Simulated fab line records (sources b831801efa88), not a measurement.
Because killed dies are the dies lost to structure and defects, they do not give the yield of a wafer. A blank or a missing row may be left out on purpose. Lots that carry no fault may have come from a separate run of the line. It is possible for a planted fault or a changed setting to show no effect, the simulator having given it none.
One fault through the eyes of 2 desks | flow sky130 | only its own numbers are on each desk; what lay behind them is given at the end

TOOL OWNER'S DESK, pvd sputter-01
At SKY_VIA1_SPUTTER_20 (material TiN, target thk 20 nm, time 80 s) the tool's own readings: per lot run on this tool, the mean of the sampled wafers that have a number. Any lot whose mean is over 4 standard deviations away from the usual mean is out of limits and marked OUT; that distance is given in the brackets.
Columns: A = cathode dc power W at SKY_VIA1_SPUTTER_20, usual 3999.9 W; B = throttle valve pct at SKY_VIA1_SPUTTER_20, usual 30.0 %
lot  | first seen here | A                        | B
L844 | day 36 07:16    | 3999.8                   | 30.3
L847 | day 36 17:02    | 3663.0 (-99 or more) OUT | 30.5
L849 | day 37 04:49    | 3663.3 (-99 or more) OUT | 30.3
This desk finds L847, L849 out of limits, L847 being first, at day 36 17:02 (cathode dc power W at SKY_VIA1_SPUTTER_20). L844 stayed within limits.

THE METROLOGY DESK
What the gauges read, lot by lot, whatever tool the lot ran on: means of the sampled wafers that have a number. Any lot whose mean is over 4 standard deviations away from the usual mean is out of limits and marked OUT; that distance is given in the brackets.
Columns: A = cd nm at SKY_VIA1_CD_MEAS_12, usual 148.9 nm; B = VIA1_OVL at SKY_VIA1_OVL_MEAS_13, usual -2 nm
lot  | first seen here | A     | B
L843 | day 35 11:02    | 151.0 | -2
L844 | day 36 06:28    | 147.2 | -4
L847 | day 36 16:13    | 148.9 | -2
L849 | day 37 03:57    | 146.7 | -4
L853 | day 38 09:09    | 148.9 | -1
L858 | day 40 04:44    | 147.9 | -4
This desk found nothing out of limits on any of the 6 lots.

ALL TOGETHER
The tool owner's desk could have raised an alarm at day 36 17:02, on L847, L849.
The metrology desk saw nothing out of limits.
The metrology desk has L847, L849 on record, within its limits.
Every lot named ran SKY_VIA1_SPUTTER_20 on pvd sputter-01.

WHAT HAD BEEN PUT IN BY THE SIMULATOR
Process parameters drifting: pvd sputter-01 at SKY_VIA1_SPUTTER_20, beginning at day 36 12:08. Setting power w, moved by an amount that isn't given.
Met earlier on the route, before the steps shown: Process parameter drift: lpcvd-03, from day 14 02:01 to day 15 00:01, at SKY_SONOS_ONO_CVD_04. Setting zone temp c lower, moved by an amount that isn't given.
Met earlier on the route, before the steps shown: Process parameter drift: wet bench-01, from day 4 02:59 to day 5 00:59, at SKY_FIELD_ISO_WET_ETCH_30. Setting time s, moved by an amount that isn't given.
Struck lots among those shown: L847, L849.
Each desk's first reading out of limits, in hours after the fault started: the tool owner's desk, 5.
